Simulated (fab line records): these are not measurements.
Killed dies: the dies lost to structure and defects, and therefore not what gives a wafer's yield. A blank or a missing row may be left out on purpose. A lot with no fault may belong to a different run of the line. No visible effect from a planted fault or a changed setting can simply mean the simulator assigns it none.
fab line records	flow sky130
record: lots: 12	wafers: 36	last_day: 50
route steps=708 shown NWELL@67 LDD_P@265 LOCAL_INTERCONNECT@403 VIA2@529 PAD_OPEN@708
lots that met no fault: from a run of the same line without faults
start_h: start of the lot's first displayed wafer, in hours after the record's first day	wait_h: hours since the lot's step before	" the same as in the row above	L1.1+2: a row that stands for several wafers	- either no value or no given start	* or withheld: withheld	< > ~ a bound
route shown NAME@n: NAME is a module with steps in the file, n the number in the route of the first one	usual: mean/standard deviation of fault-free wafers	same: alike in all rows	chamber/n: place in a boat	sites: readings site by site	_std_site: their standard deviation	_edge_site: mean of outer sites minus mean of inner sites	radius_mm: how far each site lies from the wafer's centre	mask NAME#n: copy n	behind: tool/chamber where the wafer was last shaped	hold: cause of the lot's hold/its duration in hours/its outcome	device: transistor that didn't switch, given as n, p or np	end of line: at the end of the route, the tests of the same wafers	for a step that has no rows: nothing shown but its recipe	killed: dies that structure and defects cost at the first sort, which is not the same as the wafer's yield	map: dies across one wafer; x = killed, . = not, _ = none there
set.NAME: the run value of the setting; set.NAME@STEP: its run value at that earlier step	model.NAME: the simulator's own value behind a step, which no gauge read
steps of the route over a sample of lots; a table a step, a row a wafer
services: the hour from which a tool's chamber was out of use, counted from the record's first day as start_h (under 0 if before that day), plus the number of hours and why
== steps ==
step: SKY_NWELL_STRIP_14
recipe: chemistry: O2/N2	power_w: 1400	pressure_mtorr: 1500	platen_temp_c: withheld	o2_flow_sccm: 3000	n2_flow_sccm: 300	overash_fraction: 0.5
usual: drypump_motor_current_A: 5.7/0.44	oes_product_au: 0.723/0.0048	strip_time_to_endpoint_s: 36.94/0.11
lot.wafer	tool	chamber	start_h	wait_h	drypump_motor_current_A	oes_product_au	rf_hours_counter_h	strip_time_to_endpoint_s
L803.1	plasma_asher-02	0	91.87	0.1	5.3	0.726	41	37.07
L803.4	"	1	"	"	6.1	0.718	-	37.22
L803.5	"	0	"	"	5.3	0.734	-	37.12
L804.1	plasma_asher-02	1	96.47	0.1	6.1	0.721	41	36.99
L804.2	"	0	"	"	5.3	0.724	41	37.02
L804.5	"	1	"	"	6.1	0.725	-	37.03
L806.1	plasma_asher-01	0	111.32	0.1	5.1	0.716	30	37.17
L806.2	"	1	"	"	5.8	0.721	30	37.03
L806.5	"	1	"	"	5.7	0.720	-	37.03
L807.2	plasma_asher-01	1	113.37	0.1	5.7	0.716	30	36.77
L807.3	"	1	"	"	5.7	0.730	-	36.86
L807.5	"	1	"	"	5.7	0.724	-	36.87
L808.1	plasma_asher-02	1	117.17	0.1	6.1	0.721	44	37.03
L808.2	"	0	"	"	5.3	0.716	44	36.98
L808.4	"	0	"	"	5.3	0.716	-	36.96
L810.2	plasma_asher-01	1	129.77	0.1	5.7	0.710	32	37.12
L810.3	"	0	"	"	5.1	0.719	-	37.10
L810.6	"	1	"	"	5.7	0.721	-	37.00
L811.2	plasma_asher-02	0	137.41	0.1	5.3	0.718	45	36.69
L811.3	"	0	"	"	5.3	0.723	-	36.73
L811.6	"	1	"	"	6.1	0.727	-	36.86
L812.1	plasma_asher-03	0	143.57	0.1	6.5	0.719	43	36.80
L812.2	"	1	"	"	5.8	0.731	43	36.88
L812.5	"	0	"	"	6.5	0.723	-	36.78
L814.3	plasma_asher-03	0	157.84	0.1	6.5	0.719	-	36.87
L814.4	"	1	"	"	5.8	0.721	-	36.70
L814.6	"	0	"	"	6.5	0.717	-	36.69
L818.1	plasma_asher-01	1	182.17	0.1	5.7	0.733	37	36.97
L818.2	"	0	"	"	5.1	0.722	37	37.03
L818.5	"	1	"	"	5.7	0.717	-	37.05
L817.4	plasma_asher-02	0	182.80	0.1	5.3	0.730	-	36.81
L817.5	"	1	"	"	6.1	0.717	-	36.91
L817.6	"	0	"	"	5.3	0.720	-	36.85
L825.2	plasma_asher-02	1	220.62	0.1	6.1	0.717	53	36.91
L825.5	"	1	"	"	6.1	0.727	-	36.96
L825.6	"	0	"	"	5.3	0.724	-	36.97
step: SKY_LDD_P_STRIP_10
recipe: chemistry: O2/N2	power_w: 1400	pressure_mtorr: 1500	platen_temp_c: withheld	o2_flow_sccm: 3000	n2_flow_sccm: 300	overash_fraction: 0.5
usual: drypump_motor_current_A: 5.9/0.33	oes_product_au: 0.716/0.0049	strip_time_to_endpoint_s: 14.19/0.04
lot.wafer	tool	chamber	start_h	wait_h	drypump_motor_current_A	oes_product_au	rf_hours_counter_h	strip_time_to_endpoint_s
L803.1	plasma_asher-03	1	438.34	0.1	5.8	0.713	72	14.15
L803.4	"	0	"	"	6.5	0.717	-	14.18
L803.5	"	0	"	"	6.5	0.720	-	14.22
L804.1	plasma_asher-04	0	451.98	0.1	5.7	0.713	34	14.18
L804.2	"	1	"	"	5.9	0.710	34	14.10
L804.5	"	1	"	"	5.9	0.720	-	14.12
L806.1	plasma_asher-04	1	477.28	0.1	5.9	0.712	36	14.16
L806.2	"	0	"	"	5.7	0.714	36	14.23
L806.5	"	1	"	"	5.9	0.723	-	14.18
L807.2	plasma_asher-02	1	481.25	0.1	6.1	0.713	5	14.11
L807.3	"	1	"	"	6.1	0.714	-	14.15
L807.5	"	0	"	"	5.3	0.720	-	14.11
L808.1	plasma_asher-04	0	481.89	0.1	5.7	0.701	37	14.20
L808.2	"	1	"	"	5.9	0.721	37	14.16
L808.4	"	1	"	"	5.9	0.724	-	14.19
L810.2	plasma_asher-03	0	507.24	0.1	6.5	0.713	79	14.23
L810.3	"	1	"	"	5.8	0.718	-	14.21
L810.6	"	1	"	"	5.8	0.717	-	14.22
L811.2	plasma_asher-04	0	516.93	0.1	5.7	0.718	40	14.19
L811.3	"	0	"	"	5.7	0.717	-	14.22
L811.6	"	0	"	"	5.7	0.718	-	14.25
L812.1	plasma_asher-04	0	520.44	0.1	5.7	0.716	40	14.18
L812.2	"	1	"	"	5.9	0.722	40	14.22
L812.5	"	0	"	"	5.7	0.723	-	14.24
L814.3	plasma_asher-03	0	544.57	0.1	6.5	0.715	-	14.23
L814.4	"	1	"	"	5.8	0.718	-	14.19
L814.6	"	0	"	"	6.5	0.720	-	14.22
L818.1	plasma_asher-03	0	581.03	0.1	6.5	0.717	86	14.22
L818.2	"	1	"	"	5.8	0.714	86	14.22
L818.5	"	1	"	"	5.8	0.715	-	14.22
L817.4	plasma_asher-04	1	581.93	0.1	5.9	0.719	-	14.20
L817.5	"	0	"	"	5.7	0.708	-	14.19
L817.6	"	1	"	"	5.9	0.723	-	14.15
L825.2	plasma_asher-02	0	629.89	0.1	5.3	0.717	20	14.21
L825.5	"	0	"	"	5.3	0.716	-	14.18
L825.6	"	1	"	"	6.1	0.726	-	14.22
step: SKY_LOCAL_INTERCONNECT_STRIP_16
recipe: chemistry: post_etch_residue_remover	time_s: 1200	temp_c: 72.5
usual: bath_guard_temp_C: 72.5/0.42	bath_heat_duty_pct: 13.9/1.2	temp_c: 72.50/0.11
lot.wafer	tool	chamber	start_h	wait_h	bath_guard_temp_C	bath_heat_duty_pct	temp_c
L803.1	wet_bench-02	2	711.77	0.1	72.3	15.4	72.55
L803.4	"	2	"	"	72.8	12.7	72.67
L803.5	"	2	"	"	72.3	13.1	72.62
L804.1	wet_bench-03	2	722.45	0.1	72.9	16.0	72.60
L804.2	"	2	"	"	72.7	15.9	72.58
L804.5	"	2	"	"	73.3	17.2	72.58
L806.1	wet_bench-03	0	746.32	0.1	72.7	14.0	72.68
L806.2	"	0	"	"	72.9	12.7	72.63
L806.5	"	0	"	"	72.8	13.1	72.57
L807.2	wet_bench-02	3	747.93	0.1	72.6	13.6	72.69
L807.3	"	3	"	"	72.2	12.3	72.40
L807.5	"	3	"	"	72.5	13.7	72.61
L808.1	wet_bench-01	0	750.42	0.1	72.7	15.0	72.36
L808.2	"	0	"	"	73.2	14.1	72.46
L808.4	"	0	"	"	72.7	15.8	72.28
L810.2	wet_bench-01	1	773.07	0.1	72.1	13.4	72.47
L810.3	"	1	"	"	72.1	12.8	72.65
L810.6	"	1	"	"	72.4	14.2	72.68
L811.2	wet_bench-01	3	780.86	0.1	72.0	15.0	72.33
L811.3	"	3	"	"	72.2	13.3	72.51
L811.6	"	3	"	"	72.4	14.6	72.63
L812.1	wet_bench-01	3	784.72	0.1	71.7	16.2	72.48
L812.2	"	3	"	"	71.9	15.0	72.25
L812.5	"	3	"	"	72.1	14.8	72.42
L814.3	wet_bench-02	0	803.81	0.0	71.5	13.1	72.44
L814.4	"	0	"	"	71.5	12.7	72.63
L814.6	"	0	"	"	71.4	12.3	72.46
L818.1	wet_bench-03	1	836.46	0.1	72.3	15.0	72.51
L818.2	"	1	"	"	71.8	15.1	72.49
L818.5	"	1	"	"	71.9	14.5	72.49
L817.4	wet_bench-02	1	838.47	0.0	72.4	13.0	72.62
L817.5	"	1	"	"	72.3	11.9	72.72
L817.6	"	1	"	"	72.4	13.6	72.41
L825.2	wet_bench-03	2	881.20	0.1	73.2	16.3	72.60
L825.5	"	2	"	"	73.3	15.4	72.65
L825.6	"	2	"	"	73.1	15.2	72.57
step: SKY_VIA2_RS_MEAS_22
recipe: thk_meas_gauge: four-point-probe	reads: W_of_VIA2_CVD_21+TiN_of_VIA2_SPUTTER_20
usual: VIA2_W_RS: 0.2706/0.0028
lot.wafer	tool	chamber	start_h	wait_h	VIA2_W_RS[ohm/sq]
L803.1	film_metro-03	-	853.94	0.1	0.2693
L803.4	"	-	"	"	0.2779
L803.5	"	-	"	"	0.2781
L804.1	film_metro-04	-	865.60	0.1	0.2696
L804.2	"	-	"	"	0.2693
L804.5	"	-	"	"	0.2691
L806.1	film_metro-03	-	887.00	0.1	0.2696
L806.2	"	-	"	"	0.2693
L806.5	"	-	"	"	0.2747
L807.2	film_metro-01	-	888.99	0.1	0.2723
L807.3	"	-	"	"	0.2721
L807.5	"	-	"	"	0.2725
L808.1	film_metro-01	-	890.07	0.1	0.2712
L808.2	"	-	"	"	0.2671
L808.4	"	-	"	"	0.2727
L810.2	film_metro-01	-	911.64	0.1	0.2744
L810.3	"	-	"	"	0.2687
L810.6	"	-	"	"	0.2658
L811.2	film_metro-01	-	920.39	0.1	0.2670
L811.3	"	-	"	"	0.2654
L811.6	"	-	"	"	0.2720
L812.1	film_metro-01	-	923.63	0.1	0.2702
L812.2	"	-	"	"	0.2731
L812.5	"	-	"	"	0.2748
L814.3	film_metro-04	-	940.15	0.1	0.2697
L814.4	"	-	"	"	0.2730
L814.6	"	-	"	"	0.2725
L818.1	film_metro-04	-	971.05	0.1	0.2682
L818.2	"	-	"	"	0.2679
L818.5	"	-	"	"	0.2687
L817.4	film_metro-04	-	974.01	0.1	0.2706
L817.5	"	-	"	"	0.2715
L817.6	"	-	"	"	0.2744
L825.2	film_metro-04	-	1012.09	0.1	0.2712
L825.5	"	-	"	"	0.2712
L825.6	"	-	"	"	0.2680
step: SKY_PAD_OPEN_PROBE_99
usual: killed_at_M0_to_M3: 42/6.4	killed_at_M4_up: 3.0/2	killed_at_contacts: 24/5.2	killed_at_front_end: 14/4.2	killed_at_other: 0.4/0.72	killed_dies: 84/9	killed_on_rim: 16/3.7	killed_open: 46/6.6	killed_short: 38/6
same: gross_dies: 492	killed_at_back_side: 0
lot.wafer	tool	chamber	start_h	wait_h	killed_at_M0_to_M3	killed_at_M4_up	killed_at_contacts	killed_at_front_end	killed_at_other	killed_dies	killed_on_rim	killed_open	killed_short
L811.2	prober-02	-	1130.51	0.1	46	5	31	12	1	95	20	49	46
L811.3	prober-02	-	1130.56	0.2	36	3	16	13	1	69	17	38	31
L811.6	prober-02	-	1130.71	0.2	40	6	21	11	0	78	12	40	38
L817.4	prober-02	-	1172.66	0.2	34	3	92	16	0	145	19	49	40
L817.5	prober-02	-	1172.71	0.2	39	2	74	14	1	130	15	44	29
L817.6	prober-02	-	1172.76	0.2	45	4	79	16	0	144	18	42	43
killed by level:class
L811.2 CONTACT:geometric_particle:open=14 VIA3:geometric_particle:open=8 VIA2:geometric_particle:open=6 LI_CONTACT:geometric_particle:open=6 CONTACT:geometric_particle:short=6 VIA2:geometric_particle:short=5 VIA1:geometric_particle:open=5 METAL2:geometric_particle:short=5
L811.3 METAL1:geometric_particle:short=8 VIA2:geometric_particle:open=7 LI_CONTACT:geometric_particle:open=6 VIA3:geometric_particle:open=5 VIA1:geometric_particle:open=4 CONTACT:geometric_particle:short=4 FIELD_ISO:geometric_particle:short=3 POLY_GATE:geometric_particle:open=3
L811.6 CONTACT:geometric_particle:open=8 VIA1:geometric_particle:open=7 METAL1:geometric_particle:short=6 VIA2:geometric_particle:open=6 LI_CONTACT:geometric_particle:open=5 VIA1:geometric_particle:short=5 LOCAL_INTERCONNECT:geometric_particle:short=4 VIA2:geometric_particle:short=4
L817.4 LOCAL_INTERCONNECT:unspecified=55 CONTACT:geometric_particle:open=15 VIA1:geometric_particle:open=12 LI_CONTACT:geometric_particle:short=7 LOCAL_INTERCONNECT:geometric_particle:short=7 VIA2:geometric_particle:open=6 LI_CONTACT:geometric_particle:open=5 FIELD_ISO:geometric_particle:short=4
L817.5 LOCAL_INTERCONNECT:unspecified=57 VIA1:geometric_particle:open=9 VIA2:geometric_particle:open=9 VIA3:geometric_particle:open=7 CONTACT:geometric_particle:open=6 VIA1:geometric_particle:short=5 FIELD_ISO:geometric_particle:short=4 CONTACT:geometric_particle:short=4
L817.6 LOCAL_INTERCONNECT:unspecified=59 VIA1:geometric_particle:open=9 METAL2:geometric_particle:short=8 FIELD_ISO:geometric_particle:short=7 VIA2:geometric_particle:open=7 LI_CONTACT:geometric_particle:open=6 VIA1:geometric_particle:short=4 POLY_GATE:geometric_particle:open=4
== services ==
tool	chamber	start_h	hours	kind
plasma_asher-04	-	108.75	9.0	pm
plasma_asher-04	-	148.75	0.3	repair
plasma_asher-02	-	157.08	3.6	repair
wet_bench-01	-	219.00	3.9	repair
wet_bench-01	-	228.74	4.1	repair
plasma_asher-03	-	230.10	2.5	repair
plasma_asher-02	-	266.38	7.5	repair
plasma_asher-01	-	279.79	3.9	repair
plasma_asher-04	-	320.83	0.8	repair
plasma_asher-03	-	332.09	1.1	repair
plasma_asher-03	-	381.36	2.0	repair
wet_bench-01	-	381.79	1.2	repair
plasma_asher-02	-	388.98	14.6	pm
plasma_asher-04	-	401.68	2.8	pm
plasma_asher-02	-	421.25	9.0	pm
plasma_asher-03	-	501.43	2.8	pm
plasma_asher-04	-	595.33	1.9	repair
plasma_asher-04	-	616.86	3.0	repair
plasma_asher-01	-	659.03	2.8	pm
plasma_asher-03	-	733.75	9.0	pm
plasma_asher-02	-	745.85	2.8	pm
plasma_asher-04	-	764.56	15.6	pm
plasma_asher-03	-	810.13	3.1	repair
plasma_asher-04	-	864.55	20.6	pm
== key ==
first_sign: step: SKY_PAD_OPEN_PROBE_99	reading: killed_at_contacts	direction: up	sigmas: 11	usual: 24	struck: 82
effect: step: SKY_PAD_OPEN_PROBE_99	reading: killed_dies	direction: up	sigmas: 6.2	usual: 84	struck: 140
met_at SKY_LOCAL_INTERCONNECT_STRIP_16
struck_lots L817
struck_wafers L817.4,L817.5,L817.6
tester_left_out L817
not_acting_at SKY_NWELL_STRIP_14,SKY_LDD_P_STRIP_10,SKY_VIA2_RS_MEAS_22
fault: kind: chamber_particle_source	tool: wet_bench-02	chamber: 1	onset_h: 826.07	steps: SKY_LOCAL_INTERCONNECT_STRIP_16	rate_per_visit_cm2: 1.0387	end_h: 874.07
tester_left_out: of these lots the tester's yield and bins aren't shown, on N5 and GAA mostly nor the transistor test; their killed dies are dies lost to structure and defects alone, not to doping, threshold or leakage, so they don't give the yield
